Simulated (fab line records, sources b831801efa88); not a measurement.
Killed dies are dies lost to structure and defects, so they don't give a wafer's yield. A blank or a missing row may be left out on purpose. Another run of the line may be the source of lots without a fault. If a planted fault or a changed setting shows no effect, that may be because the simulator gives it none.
The tool behind it: which one? || flow sky130 || 13 lots, 39 wafers sampled, at 5 steps of a route of 708

== WHAT THE GAUGES SHOWED, per wafer ==
SKY_CONTACT_THK_MEAS_03.
{"lot": "L716", "measured": "day 30 17:59", "on": "film metro-02", "CONTACT_HDPCVD_THK (nm)": "571 575 573"}
{"lot": "L718", "measured": "day 31 08:45", "on": "film metro-02", "CONTACT_HDPCVD_THK (nm)": "573 571 562"}
{"lot": "L720", "measured": "day 31 22:40", "on": "film metro-02", "CONTACT_HDPCVD_THK (nm)": "563 568 559"}
{"lot": "L722", "measured": "day 33 00:41", "on": "film metro-02", "CONTACT_HDPCVD_THK (nm)": "556 569 569"}
{"lot": "L723", "measured": "day 33 03:11", "on": "film metro-02", "CONTACT_HDPCVD_THK (nm)": "573 559 570"}
{"lot": "L724", "measured": "day 33 12:24", "on": "film metro-03", "CONTACT_HDPCVD_THK (nm)": "572 568 568"}
{"lot": "L725", "measured": "day 33 20:46", "on": "film metro-04", "CONTACT_HDPCVD_THK (nm)": "557 562 564"}
{"lot": "L726", "measured": "day 34 01:08", "on": "film metro-04", "CONTACT_HDPCVD_THK (nm)": "561 569 562"}
{"lot": "L730", "measured": "day 35 10:05", "on": "film metro-03", "CONTACT_HDPCVD_THK (nm)": "555 179 560"}
{"lot": "L732", "measured": "day 35 11:52", "on": "film metro-04", "CONTACT_HDPCVD_THK (nm)": "568 565 565"}
{"lot": "L735", "measured": "day 36 21:10", "on": "film metro-02", "CONTACT_HDPCVD_THK (nm)": "571 562 566"}
{"lot": "L736", "measured": "day 36 22:54", "on": "film metro-04", "CONTACT_HDPCVD_THK (nm)": "560 558 564"}
{"lot": "L738", "measured": "day 37 13:34", "on": "film metro-04", "CONTACT_HDPCVD_THK (nm)": "566 562 564"}

SKY_CONTACT_OVL_MEAS_15.
{"lot": "L716", "measured": "day 31 22:37", "on": "overlay-01", "CONTACT_OVL (nm)": "6 3 0"}
{"lot": "L718", "measured": "day 32 13:22", "on": "overlay-02", "CONTACT_OVL (nm)": "-6 1 -4"}
{"lot": "L720", "measured": "day 33 01:45", "on": "overlay-01", "CONTACT_OVL (nm)": "-6 -4 -7"}
{"lot": "L722", "measured": "day 34 03:57", "on": "overlay-02", "CONTACT_OVL (nm)": "9 2 1"}
{"lot": "L723", "measured": "day 34 05:43", "on": "overlay-01", "CONTACT_OVL (nm)": "-2 -9 2"}
{"lot": "L724", "measured": "day 34 15:13", "on": "overlay-02", "CONTACT_OVL (nm)": "-1 1 -1"}
{"lot": "L725", "measured": "day 35 00:13", "on": "overlay-01", "CONTACT_OVL (nm)": "0 3 -1"}
{"lot": "L726", "measured": "day 35 04:10", "on": "overlay-01", "CONTACT_OVL (nm)": "-2 9 2"}
{"lot": "L730", "measured": "day 36 13:01", "on": "overlay-02", "CONTACT_OVL (nm)": "7 8 10"}
{"lot": "L732", "measured": "day 36 14:14", "on": "overlay-02", "CONTACT_OVL (nm)": "0 -2 1"}
{"lot": "L735", "measured": "day 37 23:31", "on": "overlay-01", "CONTACT_OVL (nm)": "3 -2 4"}
{"lot": "L736", "measured": "day 38 01:43", "on": "overlay-02", "CONTACT_OVL (nm)": "6 -6 -3"}
{"lot": "L738", "measured": "day 38 16:14", "on": "overlay-01", "CONTACT_OVL (nm)": "1 -6 -3"}

== EACH LOT AND THE TOOL THAT RAN IT (in order: tool; ch and the chambers of the sampled wafers; start) ==
{"lot": "L716", "SKY_SPACER_ETCHBACK_02": "rie diel-02 ch 1,3, day 23 07:45", "SKY_CONTACT_HDPCVD_02": "hdpcvd-02 ch 0,2, day 30 17:54", "SKY_CONTACT_CMP_04": "cmp-02 ch 2,3, day 30 18:02"}
{"lot": "L718", "SKY_SPACER_ETCHBACK_02": "rie diel-02 ch 0,2, day 24 00:10", "SKY_CONTACT_HDPCVD_02": "hdpcvd-02 ch 0,2, day 31 08:41", "SKY_CONTACT_CMP_04": "cmp-01 ch 0,3, day 31 08:49"}
{"lot": "L720", "SKY_SPACER_ETCHBACK_02": "rie diel-04 ch 0,2, day 24 14:25", "SKY_CONTACT_HDPCVD_02": "hdpcvd-02 ch 0,1, day 31 22:36", "SKY_CONTACT_CMP_04": "cmp-02 ch 1,3, day 31 22:44"}
{"lot": "L722", "SKY_SPACER_ETCHBACK_02": "rie diel-04 ch 0,1,2, day 25 17:55", "SKY_CONTACT_HDPCVD_02": "hdpcvd-02 ch 0,1,2, day 33 00:37", "SKY_CONTACT_CMP_04": "cmp-01 ch 0,2,3, day 33 00:47"}
{"lot": "L723", "SKY_SPACER_ETCHBACK_02": "rie diel-04 ch 1,2,3, day 26 00:01", "SKY_CONTACT_HDPCVD_02": "hdpcvd-01 ch 0,2, day 33 03:07", "SKY_CONTACT_CMP_04": "cmp-02 ch 0,2,3, day 33 03:14"}
{"lot": "L724", "SKY_SPACER_ETCHBACK_02": "rie diel-02 ch 1,2,3, day 26 08:02", "SKY_CONTACT_HDPCVD_02": "hdpcvd-02 ch 0,1, day 33 12:20", "SKY_CONTACT_CMP_04": "cmp-01 ch 1,2,3, day 33 12:34"}
{"lot": "L725", "SKY_SPACER_ETCHBACK_02": "rie diel-04 ch 0,2,3, day 26 18:37", "SKY_CONTACT_HDPCVD_02": "hdpcvd-02 ch 0,1, day 33 20:42", "SKY_CONTACT_CMP_04": "cmp-02 ch 0,1,2, day 33 20:50"}
{"lot": "L726", "SKY_SPACER_ETCHBACK_02": "rie diel-04 ch 0,2,3, day 26 21:11", "SKY_CONTACT_HDPCVD_02": "hdpcvd-01 ch 0,2, day 34 01:02", "SKY_CONTACT_CMP_04": "cmp-01 ch 0,1,3, day 34 01:19"}
{"lot": "L730", "SKY_SPACER_ETCHBACK_02": "rie diel-02 ch 1,2,3, day 28 09:32", "SKY_CONTACT_HDPCVD_02": "hdpcvd-01 ch 1,2, day 35 10:01", "SKY_CONTACT_CMP_04": "cmp-02 ch 0,1,2, day 35 10:14"}
{"lot": "L732", "SKY_SPACER_ETCHBACK_02": "rie diel-04 ch 1,2,3, day 28 12:59", "SKY_CONTACT_HDPCVD_02": "hdpcvd-02 ch 0,1, day 35 11:47", "SKY_CONTACT_CMP_04": "cmp-02 ch 1,2,3, day 35 12:00"}
{"lot": "L735", "SKY_SPACER_ETCHBACK_02": "rie diel-04 ch 0,1,3, day 29 20:29", "SKY_CONTACT_HDPCVD_02": "hdpcvd-02 ch 0,1, day 36 21:06", "SKY_CONTACT_CMP_04": "cmp-02 ch 1,2,3, day 36 21:17"}
{"lot": "L736", "SKY_SPACER_ETCHBACK_02": "rie diel-03 ch 0,1,3, day 30 00:13", "SKY_CONTACT_HDPCVD_02": "hdpcvd-02 ch 1,2, day 36 22:49", "SKY_CONTACT_CMP_04": "cmp-02 ch 0,3, day 36 23:00"}
{"lot": "L738", "SKY_SPACER_ETCHBACK_02": "rie diel-02 ch 0,1,3, day 30 17:05", "SKY_CONTACT_HDPCVD_02": "hdpcvd-02 ch 0,1,2, day 37 13:29", "SKY_CONTACT_CMP_04": "cmp-02 ch 0,1, day 37 13:37"}
- SKY_SPACER_ETCHBACK_02: etches Si3N4 in CH3F/O2, stops on SiO2, time 46.7 s, target depth 45 nm.
- SKY_CONTACT_HDPCVD_02: deposits SiO2, target thk 565 nm, time 94.2 s.
- SKY_CONTACT_CMP_04: polishes SiO2.

== AS READ BY THE TOOLS THEMSELVES (means over the sampled wafers that have a number; for cases with no such wafer, the mark the record gives instead) ==
SKY_SPACER_ETCHBACK_02.
{"lot": "L716", "tool": "rie diel-02", "drypump motor current A (A)": 5.1, "oes product au (a.u.)": 0.860, "throttle valve pct (%)": 10.559}
{"lot": "L718", "tool": "rie diel-02", "drypump motor current A (A)": 5.8, "oes product au (a.u.)": 0.866, "throttle valve pct (%)": 10.569}
{"lot": "L720", "tool": "rie diel-04", "drypump motor current A (A)": 5.9, "oes product au (a.u.)": 0.853, "throttle valve pct (%)": 10.570}
{"lot": "L722", "tool": "rie diel-04", "drypump motor current A (A)": 5.7, "oes product au (a.u.)": 0.862, "throttle valve pct (%)": 10.565}
{"lot": "L723", "tool": "rie diel-04", "drypump motor current A (A)": 6.1, "oes product au (a.u.)": 0.863, "throttle valve pct (%)": 10.572}
{"lot": "L724", "tool": "rie diel-02", "drypump motor current A (A)": 5.4, "oes product au (a.u.)": 0.855, "throttle valve pct (%)": 10.560}
{"lot": "L725", "tool": "rie diel-04", "drypump motor current A (A)": 6.0, "oes product au (a.u.)": 0.864, "throttle valve pct (%)": 10.563}
{"lot": "L726", "tool": "rie diel-04", "drypump motor current A (A)": 6.0, "oes product au (a.u.)": 0.859, "throttle valve pct (%)": 10.567}
{"lot": "L730", "tool": "rie diel-02", "drypump motor current A (A)": 5.4, "oes product au (a.u.)": 0.866, "throttle valve pct (%)": 10.565}
{"lot": "L732", "tool": "rie diel-04", "drypump motor current A (A)": 6.1, "oes product au (a.u.)": 0.856, "throttle valve pct (%)": 10.566}
{"lot": "L735", "tool": "rie diel-04", "drypump motor current A (A)": 5.8, "oes product au (a.u.)": 0.853, "throttle valve pct (%)": 10.567}
{"lot": "L736", "tool": "rie diel-03", "drypump motor current A (A)": 5.6, "oes product au (a.u.)": 0.858, "throttle valve pct (%)": 10.562}
{"lot": "L738", "tool": "rie diel-02", "drypump motor current A (A)": 5.4, "oes product au (a.u.)": 0.857, "throttle valve pct (%)": 10.557}

SKY_CONTACT_CMP_04.
{"lot": "L716", "tool": "cmp-02", "motor current A (A)": 13.0, "platen rpm (rpm)": 59.99, "time to endpoint s (s)": 82}
{"lot": "L718", "tool": "cmp-01", "motor current A (A)": 13.3, "platen rpm (rpm)": 60.01, "time to endpoint s (s)": 77}
{"lot": "L720", "tool": "cmp-02", "motor current A (A)": 12.8, "platen rpm (rpm)": 60.01, "time to endpoint s (s)": 82}
{"lot": "L722", "tool": "cmp-01", "motor current A (A)": 12.9, "platen rpm (rpm)": 60.02, "time to endpoint s (s)": 80}
{"lot": "L723", "tool": "cmp-02", "motor current A (A)": 11.8, "platen rpm (rpm)": 59.98, "time to endpoint s (s)": 82}
{"lot": "L724", "tool": "cmp-01", "motor current A (A)": 12.7, "platen rpm (rpm)": 59.98, "time to endpoint s (s)": 79}
{"lot": "L725", "tool": "cmp-02", "motor current A (A)": 12.1, "platen rpm (rpm)": 59.99, "time to endpoint s (s)": 81}
{"lot": "L726", "tool": "cmp-01", "motor current A (A)": 12.1, "platen rpm (rpm)": 60.02, "time to endpoint s (s)": 80}
{"lot": "L730", "tool": "cmp-02", "motor current A (A)": 12.3, "platen rpm (rpm)": 59.99, "time to endpoint s (s)": 64}
{"lot": "L732", "tool": "cmp-02", "motor current A (A)": 12.6, "platen rpm (rpm)": 59.99, "time to endpoint s (s)": 88}
{"lot": "L735", "tool": "cmp-02", "motor current A (A)": 12.6, "platen rpm (rpm)": 60.08, "time to endpoint s (s)": 90}
{"lot": "L736", "tool": "cmp-02", "motor current A (A)": 10.9, "platen rpm (rpm)": 60.00, "time to endpoint s (s)": 81}
{"lot": "L738", "tool": "cmp-02", "motor current A (A)": 11.4, "platen rpm (rpm)": 59.98, "time to endpoint s (s)": 85}

== THE ANSWER, worked out from the rows above alone ==
Rule: the usual values come from the lots themselves. The widest of any qualifying gaps counts: lots, ordered by their means at a reading, are off when they make up no more than a third of the lots, leave a main group of 4 or more, and stand apart from it by 3 or more times the standard deviation of that group's means. A main group whose means are all the same, to the digits that the tables above print for the reading, isn't used. A lot without any number at a reading at which 4 lots or more have one is off too. Where the step has rows for the other lots, those lots are counted as sound. After the gauges, taken in route order, come the tools' own readings; for these a lot's mean is taken, as printed above. The first step at which some lot is off is used, and at that step the reading that is off furthest; a lot without a number counts as furthest.
Off: L730, seen at SKY_CONTACT_THK_MEAS_03 (CONTACT_HDPCVD_THK). Main group: mean 566 nm, sd 3.4.
A tool fits if, at a process step before that reading, it ran every lot that is off, and no sound lot after the first of them. The gauges at SKY_CONTACT_THK_MEAS_03 aren't tried: what is off there is off at SKY_CONTACT_CMP_04 too, on other tools, and a gauge's error can't cause that. One candidate fits, namely hdpcvd-01 at SKY_CONTACT_HDPCVD_02. Its last sound lot is L726 (day 34 01:02), its first lot that is off L730 (day 35 10:01): a fault that began between those two fits.

== WHAT THE SIMULATOR PUT IN ==
hdpcvd-01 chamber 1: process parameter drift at SKY_CONTACT_HDPCVD_02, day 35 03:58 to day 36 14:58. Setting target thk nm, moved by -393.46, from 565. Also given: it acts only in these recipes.
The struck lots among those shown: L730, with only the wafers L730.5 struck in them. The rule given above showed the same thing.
